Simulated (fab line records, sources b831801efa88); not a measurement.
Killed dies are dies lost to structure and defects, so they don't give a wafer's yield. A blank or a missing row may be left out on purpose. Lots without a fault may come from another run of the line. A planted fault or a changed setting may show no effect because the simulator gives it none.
fab line records | flow gf180mcu | part 1 of 2: steps 1 to 42 of 43
record lots=6 wafers=18 last_day=34
route steps=602 shown V5@554 TOP_METAL@567 PASSIVATION@587
lots that met no fault: from a run of the same line without faults
start_h: hours from the record's first day to the start of the lot's first wafer shown | wait_h: hours since the lot's step before | " the same as in the row above | L1.1+2: a row that stands for several wafers | - no value, or no start given | * or withheld: withheld | < > ~ a bound
route shown NAME@n: a module of which the file shows steps, and the number in the route of the first | usual: mean/standard deviation of fault-free wafers | same: alike in all rows | chamber/n: place in a boat | sites: the reading at each site | _std_site: their standard deviation | _edge_site: outer sites' mean less inner sites' | radius_mm: how far each site lies from the wafer's centre | mask NAME#n: copy n | behind: the tool/chamber that last shaped the wafer | hold: why the lot was held/for how many hours/how that ended | device: the transistor (n, p or np) that didn't switch | end of line: the same wafers' tests at the end of the route | a step without rows: its recipe alone | killed: dies lost to structure and defects at the first sort, not the wafer's yield | map: a wafer's dies, x killed, . not, _ none there
set.NAME: the setting as run; set.NAME@STEP: as run at that earlier step | model.NAME: the simulator's own value behind a step, which no gauge read
lots at some steps of the route; a table a step, a row a wafer
services: from which hour (start_h, from the record's first day; less than 0 if before it) a tool's chamber was out of use, for how many hours, and why
## steps
# step GF_V5_CD_MEAS_14
# recipe target_cd_nm=260
# usual cd_nm=260.1/1.2
# columns lot.wafer tool chamber start_h wait_h cd_nm
L507.1 cd_sem-01 - 626.12 0.1 258.6
L507.4 " - " " 259.0
L507.6 " - " " 259.4
L509.1 cd_sem-01 - 652.80 0.1 261.5
L509.3 " - " " 260.8
L509.4 " - " " 261.2
L522.1 cd_sem-01 - 738.30 0.1 259.7
L522.2 " - " " 259.9
L522.3 " - " " 258.5
L523.3 cd_sem-01 - 746.76 0.1 260.2
L523.4 " - " " 259.1
L523.6 " - " " 261.0
L524.1 cd_sem-02 - 752.15 0.1 259.2
L524.2 " - " " 260.3
L524.5 " - " " 258.0
L530.2 cd_sem-01 - 781.87 0.1 259.9
L530.3 " - " " 259.0
L530.5 " - " " 258.7
# step GF_V5_OVL_MEAS_15
# usual V5_OVL=0/5.2
# columns lot.wafer tool chamber start_h wait_h V5_OVL[nm]
L507.1 overlay-01 - 626.24 0.1 -5
L507.4 " - " " -1
L507.6 " - " " -9
L509.1 overlay-01 - 652.92 0.1 0
L509.3 " - " " -3
L509.4 " - " " 0
L522.1 overlay-02 - 738.42 0.1 2
L522.2 " - " " -4
L522.3 " - " " 3
L523.3 overlay-02 - 746.85 0.1 10
L523.4 " - " " 2
L523.6 " - " " 5
L524.1 overlay-01 - 752.27 0.1 8
L524.2 " - " " 4
L524.5 " - " " 0
L530.2 overlay-01 - 781.98 0.1 4
L530.3 " - " " 3
L530.5 " - " " 8
# step GF_V5_ETCH_16
# recipe chemistry=N2/H2 target_depth_a=withheld overetch_a=withheld time_s=withheld target=BARC ion_energy_ev=200 source_w=480.2 bias_w=100 pressure_mtorr=30 n2_flow_sccm=100 h2_flow_sccm=200
# step GF_V5_ETCH_17
# recipe chemistry=C4F8/O2/Ar mask_material=KrF target=SiO2 stop_on=TiN source_w=1500 bias_w=1200 pressure_mtorr=40 c4f8_flow_sccm=withheld O2_flow_sccm=6 Ar_flow_sccm=300 time_s=withheld target_depth_a=8550
# usual oes_product_au=0.859/0.0046
# columns lot.wafer tool chamber start_h wait_h oes_product_au
L507.1 rie_diel-04 1 - - 0.856
L507.4 " 0 " " 0.862
L507.6 " 2 " " 0.860
L509.1 rie_diel-01 3 - - 0.865
L509.3 " 2 " " 0.860
L509.4 " 0 " " 0.865
L522.1 rie_diel-01 3 - - 0.861
L522.2 " 2 " " 0.862
L522.3 " 0 " " 0.860
L523.3 rie_diel-01 0 - - 0.853
L523.4 " 1 " " 0.859
L523.6 " 1 " " 0.855
L524.1 rie_diel-02 2 - - 0.859
L524.2 " 1 " " 0.852
L524.5 " 1 " " 0.862
L530.2 rie_diel-02 0 - - 0.860
L530.3 " 2 " " 0.853
L530.5 " 1 " " 0.862
# step GF_V5_STRIP_18
# recipe chemistry=O2/N2 power_w=1400 pressure_mtorr=1500 platen_temp_c=250 o2_flow_sccm=3000 n2_flow_sccm=300 overash_fraction=0.5
# usual drypump_motor_current_A=5.8/0.34 heater_power_w=339/21 oes_product_au=0.569/0.0046
# columns lot.wafer tool chamber start_h wait_h drypump_motor_current_A heater_power_w oes_product_au rf_hours_counter_h
L507.1 plasma_asher-03 0 626.43 - 6.1 355 0.567 101
L507.4 " 0 " " 6.1 362 0.573 -
L507.6 " 0 " " 6.1 372 0.572 -
L509.1 plasma_asher-03 0 653.11 - 6.1 363 0.562 104
L509.3 " 1 " " 5.2 334 0.566 -
L509.4 " 0 " " 6.1 356 0.565 -
L522.1 plasma_asher-01 1 738.61 - 5.8 357 0.563 97
L522.2 " 0 " " 5.7 304 0.569 97
L522.3 " 1 " " 5.7 373 0.578 -
L523.3 plasma_asher-01 1 747.06 - 5.8 369 0.568 -
L523.4 " 0 " " 5.8 310 0.572 -
L523.6 " 1 " " 5.8 371 0.577 -
L524.1 plasma_asher-03 1 752.46 - 5.3 331 0.569 1
L524.2 " 0 " " 6.1 371 0.561 1
L524.5 " 1 " " 5.3 337 0.565 -
L530.2 plasma_asher-04 0 782.16 - 6.3 333 0.560 35
L530.3 " 0 " " 6.2 331 0.571 -
L530.5 " 1 " " 6.2 321 0.573 -
# step GF_V5_STRIP_19
# recipe chemistry=post_etch_residue_remover time_s=1200 temp_c=72.5
# step GF_V5_CLEAN_20
# recipe chemistry=DIW dry=n2_spin
# step GF_V5_SPUTTER_21
# recipe material=Ti target_thk_nm=15 chamber_pressure_pa=5 power_w=2500 substrate_temp_c=200 time_s=80.02
# step GF_V5_SPUTTER_22
# recipe material=TiN target_thk_nm=10 chamber_pressure_pa=5 power_w=4000 time_s=40
# step GF_V5_CVD_23
# recipe material=W target_thk_nm=350 time_s=104.9 temp_c=400 pressure_torr=40
# step GF_V5_RS_MEAS_24
# recipe thk_meas_gauge=four-point-probe reads=W_of_V5_CVD_23+TiN_of_V5_SPUTTER_22+Ti_of_V5_SPUTTER_21
# usual V5_W_RS=0.3276/0.0027
# columns lot.wafer tool chamber start_h wait_h V5_W_RS[ohm/sq]
L507.1 film_metro-03 - 627.18 0.1 0.3301
L507.4 " - " " 0.3296
L507.6 " - " " 0.3271
L509.1 film_metro-02 - 653.89 0.1 0.3321
L509.3 " - " " 0.3265
L509.4 " - " " 0.3251
L522.1 film_metro-03 - 739.35 0.1 0.3291
L522.2 " - " " 0.3270
L522.3 " - " " 0.3282
L523.3 film_metro-04 - 747.82 0.1 0.3259
L523.4 " - " " 0.3292
L523.6 " - " " 0.3293
L524.1 film_metro-03 - 753.33 0.2 0.3249
L524.2 " - " " 0.3277
L524.5 " - " " 0.3259
L530.2 film_metro-02 - 782.94 0.1 0.3253
L530.3 " - " " 0.3262
L530.5 " - " " 0.3264
# step GF_V5_THK_MEAS_25
# recipe thk_meas_gauge=xrf reads=W_of_V5_CVD_23
# usual V5_W_THK=351/4.1
# columns lot.wafer tool chamber start_h wait_h V5_W_THK[nm]
L507.1 film_metro-03 - 627.30 0.1 348
L507.4 " - " " 348
L507.6 " - " " 352
L509.1 film_metro-02 - 654.01 0.1 353
L509.3 " - " " 357
L509.4 " - " " 358
L522.1 film_metro-03 - 739.47 0.1 347
L522.2 " - " " 349
L522.3 " - " " 349
L523.3 film_metro-04 - 747.92 0.1 353
L523.4 " - " " 349
L523.6 " - " " 350
L524.1 film_metro-03 - 753.45 0.1 350
L524.2 " - " " 345
L524.5 " - " " 350
L530.2 film_metro-02 - 783.05 0.1 360
L530.3 " - " " 356
L530.5 " - " " 355
# step GF_V5_CMP_26
# recipe stop_on=SiO2 down_force_psi=3.5 platen_rpm=60 t_overpolish_s=15 target_thk_nm=0 pad_velocity_m_s=0.94248
# usual motor_current_A=10.8/0.98 overpolish_run_s=14.999/0.0096 time_to_endpoint_s=84/3.4
# columns lot.wafer tool chamber start_h wait_h motor_current_A overpolish_run_s time_to_endpoint_s
L507.4 cmp-02 0 627.36 0.0 11.6 14.994 86
L507.1 " 3 " " 10.2 14.992 90
L507.6 " 1 " " 10.4 14.987 87
L509.3 cmp-01 2 654.12 0.1 9.5 14.993 87
L509.1 " 3 " " 11.9 15.013 88
L509.4 " 0 " " 11.6 14.987 84
L522.1 cmp-01 2 740.04 0.6 9.2 14.998 87
L522.2 " 0 " " 10.9 14.985 80
L522.3 " 1 " " 10.2 14.983 81
L523.3 cmp-02 0 748.19 0.3 12.0 14.999 80
L523.4 " 1 " " 11.1 15.004 83
L523.6 " 2 " " 10.4 15.011 78
L524.2 cmp-02 0 753.56 0.1 12.2 15.000 77
L524.1 " 2 " " 10.2 15.012 78
L524.5 " 0 " " 11.9 15.008 80
L530.2 cmp-01 3 783.10 0.0 12.4 14.995 81
L530.3 " 0 " " 10.7 14.985 77
L530.5 " 0 " " 11.3 15.000 80
# step GF_TOP_METAL_SPUTTER_00
# recipe material=Ti target_thk_nm=37.5 arriving_ion_energy_ev=80 substrate_temp_c=200 chamber_pressure_pa=1.951 power_w=4000 time_s=150
# usual chamber_pressure_pa=1.951/0.0045 throttle_valve_pct=30.0/1.1
# columns lot.wafer tool chamber start_h wait_h chamber_pressure_pa throttle_valve_pct
L507.1 pvd_sputter-02 - 627.66 0.1 1.955 31.3
L507.4 " - " " 1.954 31.1
L507.6 " - " " 1.952 31.4
L509.1 pvd_sputter-04 - 654.37 0.1 1.961 29.1
L509.3 " - " " 1.955 31.4
L509.4 " - " " 1.953 29.4
L522.1 pvd_sputter-01 - 740.34 0.2 1.941 28.5
L522.2 " - " " 1.949 28.5
L522.3 " - " " 1.956 28.9
L523.3 pvd_sputter-02 - 748.39 0.1 1.941 31.4
L523.4 " - " " 1.952 29.5
L523.6 " - " " 1.954 31.1
L524.1 pvd_sputter-04 - 753.81 0.1 1.954 29.1
L524.2 " - " " 1.946 29.4
L524.5 " - " " 1.948 30.4
L530.2 pvd_sputter-01 - 783.40 0.2 1.944 28.4
L530.3 " - " " 1.951 28.5
L530.5 " - " " 1.951 29.4
# step GF_TOP_METAL_SPUTTER_01
# recipe material=TiN target_thk_nm=30 power_w=6500 time_s=25 chamber_pressure_pa=0.4
# step GF_TOP_METAL_SPUTTER_02
# recipe material=AlCu target_thk_nm=900 power_w=10600 chamber_pressure_pa=0.3 substrate_temp_c=250 gas=Ar time_s=47.82
# step GF_TOP_METAL_SPUTTER_03
# recipe material=Ti target_thk_nm=5 substrate_temp_c=300 chamber_pressure_pa=0.3 power_w=3000 time_s=3.3
# step GF_TOP_METAL_SPUTTER_04
# recipe material=TiN target_thk_nm=25 power_w=6500 time_s=20.8 chamber_pressure_pa=0.4
# step GF_TOP_METAL_RS_MEAS_05
# recipe thk_meas_gauge=four-point-probe reads=TiN_of_TOP_METAL_SPUTTER_04+Ti_of_TOP_METAL_SPUTTER_03+AlCu_of_TOP_METAL_SPUTTER_02+TiN_of_TOP_METAL_SPUTTER_01+Ti_of_TOP_METAL_SPUTTER_00
# usual TOP_METAL_ALCU_RS=0.0327/0.00032
# columns lot.wafer tool chamber start_h wait_h TOP_METAL_ALCU_RS[ohm/sq]
L507.1 film_metro-01 - 627.88 0.0 0.0329
L507.4 " - " " 0.0329
L507.6 " - " " 0.0331
L509.1 film_metro-02 - 654.66 0.1 0.0323
L509.3 " - " " 0.0326
L509.4 " - " " 0.0329
L522.1 film_metro-03 - 740.56 0.0 0.0330
L522.2 " - " " 0.0328
L522.3 " - " " 0.0326
L523.3 film_metro-03 - 748.65 0.1 0.0331
L523.4 " - " " 0.0328
L523.6 " - " " 0.0332
L524.1 film_metro-03 - 754.03 0.0 0.0329
L524.2 " - " " 0.0323
L524.5 " - " " 0.0323
L530.2 film_metro-01 - 783.64 0.0 0.0324
L530.3 " - " " 0.0329
L530.5 " - " " 0.0325
# step GF_TOP_METAL_THK_MEAS_06
# recipe thk_meas_gauge=xrf reads=AlCu_of_TOP_METAL_SPUTTER_02
# usual TOP_METAL_ALCU_THK=896/11
# columns lot.wafer tool chamber start_h wait_h TOP_METAL_ALCU_THK[nm]
L507.1 film_metro-01 - 628.00 0.1 889
L507.4 " - " " 891
L507.6 " - " " 885
L509.1 film_metro-02 - 654.78 0.1 906
L509.3 " - " " 896
L509.4 " - " " 887
L522.1 film_metro-03 - 740.68 0.1 881
L522.2 " - " " 881
L522.3 " - " " 890
L523.3 film_metro-03 - 748.75 0.1 879
L523.4 " - " " 891
L523.6 " - " " 882
L524.1 film_metro-03 - 754.15 0.1 891
L524.2 " - " " 908
L524.5 " - " " 900
L530.2 film_metro-01 - 783.75 0.1 911
L530.3 " - " " 900
L530.5 " - " " 911
# step GF_TOP_METAL_DEHYDRATE_07
# recipe temp_c=200 time_s=60
# step GF_TOP_METAL_HMDS_08
# recipe prime_time_s=60 prime_temp_c=120
# step GF_TOP_METAL_COAT_09
# recipe resist=NOVOLAK spin_rpm=3000 resist_thk_nm=1500
# step GF_TOP_METAL_SOFTBAKE_10
# recipe temp_c=90 time_s=60 resist=NOVOLAK
# step GF_TOP_METAL_EXPOSE_11
# recipe mask_id=MetalTop target_cd_nm=440 na=0.6 source_shape=conventional sigma_outer=0.6 dose_mj=170
# step GF_TOP_METAL_PEB_12
# recipe temp_c=withheld time_s=* resist=NOVOLAK
# step GF_TOP_METAL_DEVELOP_13
# recipe develop_time_s=60 dev_temp_c=23
# step GF_TOP_METAL_CD_MEAS_14
# recipe target_cd_nm=440
# usual cd_nm=439.6/2.6
# columns lot.wafer tool chamber start_h wait_h cd_nm
L507.1 cd_sem-02 - 647.92 0.1 436.7
L507.4 " - " " 437.2
L507.6 " - " " 436.9
L509.1 cd_sem-02 - 673.65 0.1 442.5
L509.3 " - " " 441.9
L509.4 " - " " 441.7
L522.1 cd_sem-02 - 756.85 0.1 443.6
L522.2 " - " " 442.1
L522.3 " - " " 442.8
L523.3 cd_sem-01 - 765.34 0.1 440.4
L523.4 " - " " 440.0
L523.6 " - " " 439.6
L524.1 cd_sem-01 - 770.80 0.1 437.8
L524.2 " - " " 439.5
L524.5 " - " " 437.0
L530.2 cd_sem-01 - 798.82 0.1 443.0
L530.3 " - " " 442.9
L530.5 " - " " 442.2
# step GF_TOP_METAL_OVL_MEAS_15
# usual TOP_METAL_OVL=-0.1/1
# columns lot.wafer tool chamber start_h wait_h TOP_METAL_OVL[nm]
L507.1 overlay-02 - 648.04 0.1 0.0
L507.4 " - " " 1.1
L507.6 " - " " -0.2
L509.1 overlay-02 - 673.77 0.1 0.5
L509.3 " - " " 0.3
L509.4 " - " " 1.7
L522.1 overlay-01 - 756.97 0.1 0.9
L522.2 " - " " -1.3
L522.3 " - " " -0.4
L523.3 overlay-02 - 765.43 0.1 -0.4
L523.4 " - " " 1.3
L523.6 " - " " -0.5
L524.1 overlay-02 - 770.92 0.1 -0.9
L524.2 " - " " -0.9
L524.5 " - " " -0.6
L530.2 overlay-01 - 798.92 0.1 0.7
L530.3 " - " " 0.2
L530.5 " - " " 0.0
# step GF_TOP_METAL_METAL_ETCH_16
# recipe chemistry=Cl2/BCl3 mask_material=NOVOLAK target_depth_nm=1197 stop_on=SiO2 pressure_mtorr=8 icp_w=800 bias_w=140 Cl2_flow_sccm=80 bcl3_flow_sccm=40 time_s=199.5
# step GF_TOP_METAL_STRIP_17
# recipe chemistry=O2/N2 power_w=1400 pressure_mtorr=1500 platen_temp_c=250 o2_flow_sccm=3000 n2_flow_sccm=300 overash_fraction=0.5
# step GF_TOP_METAL_STRIP_18
# recipe chemistry=post_etch_residue_remover time_s=1200 temp_c=72.5
# step GF_TOP_METAL_CLEAN_19
# recipe chemistry=DIW dry=n2_spin
# step GF_PASSIVATION_CVD_00
# recipe material=SiO2 target_thk_nm=1000 precursor=TEOS temp_c=400 time_s=111.95 rf_w=600
# usual heater_power_w=671/120
# columns lot.wafer tool chamber start_h wait_h heater_power_w
L507.1 pecvd-02 2 649.00 0.0 609
L507.4 " 1 " " 797
L507.6 " 2 " " 660
L509.1 pecvd-04 2 674.53 0.0 577
L509.3 " 1 " " 683
L509.4 " 2 " " 474
L522.1 pecvd-04 1 758.20 0.0 572
L522.2 " 2 " " 589
L522.3 " 0 " " 732
L523.3 pecvd-04 0 766.29 0.0 677
L523.4 " 0 " " 729
L523.6 " 1 " " 634
L524.1 pecvd-03 2 771.70 0.0 764
L524.2 " 1 " " 995
L524.5 " 0 " " 580
L530.2 pecvd-03 2 799.79 0.0 663
L530.3 " 1 " " 945
L530.5 " 0 " " 593
# step GF_PASSIVATION_THK_MEAS_01
# recipe reads=SiO2_of_PASSIVATION_CVD_00
# usual PASSIVATION_CVD_00_THK=1002/15
# columns lot.wafer tool chamber start_h wait_h PASSIVATION_CVD_00_THK[nm]
L507.1 film_metro-02 - 649.08 0.0 1010
L507.4 " - " " 1022
L507.6 " - " " 1032
L509.1 film_metro-02 - 674.61 0.0 1008
L509.3 " - " " 1016
L509.4 " - " " 1031
L522.1 film_metro-02 - 758.28 0.0 986
L522.2 " - " " 970
L522.3 " - " " 992
L523.3 film_metro-02 - 766.38 0.1 997
L523.4 " - " " 1003
L523.6 " - " " 1015
L524.1 film_metro-02 - 771.78 0.0 984
L524.2 " - " " 978
L524.5 " - " " 1005
L530.2 film_metro-02 - 799.88 0.0 981
L530.3 " - " " 996
L530.5 " - " " 1006
# step GF_PASSIVATION_CVD_02
# recipe material=Si3N4 target_thk_nm=700 time_s=486.18 temp_c=400 rf_w=450
# usual heater_power_w=764/130
# columns lot.wafer tool chamber start_h wait_h heater_power_w
L507.1 pecvd-04 2 649.14 0.1 584
L507.4 " 1 " " 722
L507.6 " 0 " " 728
L509.1 pecvd-02 0 674.67 0.1 726
L509.3 " 1 " " 813
L509.4 " 1 " " 824
L522.1 pecvd-03 0 758.34 0.1 758
L522.2 " 1 " " 958
L522.3 " 2 " " 760
L523.3 pecvd-03 1 766.42 0.0 1025
L523.4 " 1 " " 888
L523.6 " 0 " " 806
L524.1 pecvd-04 0 771.84 0.1 748
L524.2 " 2 " " 589
L524.5 " 0 " " 776
L530.2 pecvd-04 1 799.93 0.0 703
L530.3 " 0 " " 780
L530.5 " 1 " " 726
# step GF_PASSIVATION_THK_MEAS_03
# recipe reads=Si3N4_of_PASSIVATION_CVD_02
# usual PASSIVATION_CVD_02_THK=699/8.4
# columns lot.wafer tool chamber start_h wait_h PASSIVATION_CVD_02_THK[nm]
L507.1 film_metro-04 - 649.43 0.1 699
L507.4 " - " " 704
L507.6 " - " " 711
L509.1 film_metro-01 - 674.95 0.1 685
L509.3 " - " " 682
L509.4 " - " " 701
L522.1 film_metro-01 - 758.62 0.1 695
L522.2 " - " " 692
L522.3 " - " " 702
L523.3 film_metro-01 - 766.73 0.2 697
L523.4 " - " " 710
L523.6 " - " " 707
L524.1 film_metro-04 - 772.12 0.1 693
L524.2 " - " " 689
L524.5 " - " " 699
L530.2 film_metro-04 - 800.22 0.2 701
L530.3 " - " " 696
L530.5 " - " " 707
# step GF_PASSIVATION_DEHYDRATE_04
# recipe temp_c=200 time_s=60
# step GF_PASSIVATION_HMDS_05
# recipe prime_time_s=60 prime_temp_c=120
# step GF_PASSIVATION_COAT_06
# recipe spin_rpm=2000 resist_thk_nm=4000
# step GF_PASSIVATION_SOFTBAKE_07
# recipe temp_c=110 time_s=withheld
# step GF_PASSIVATION_EXPOSE_08
# recipe mask_id=Pad target_cd_nm=40000 na=0.57 dose_mj=310
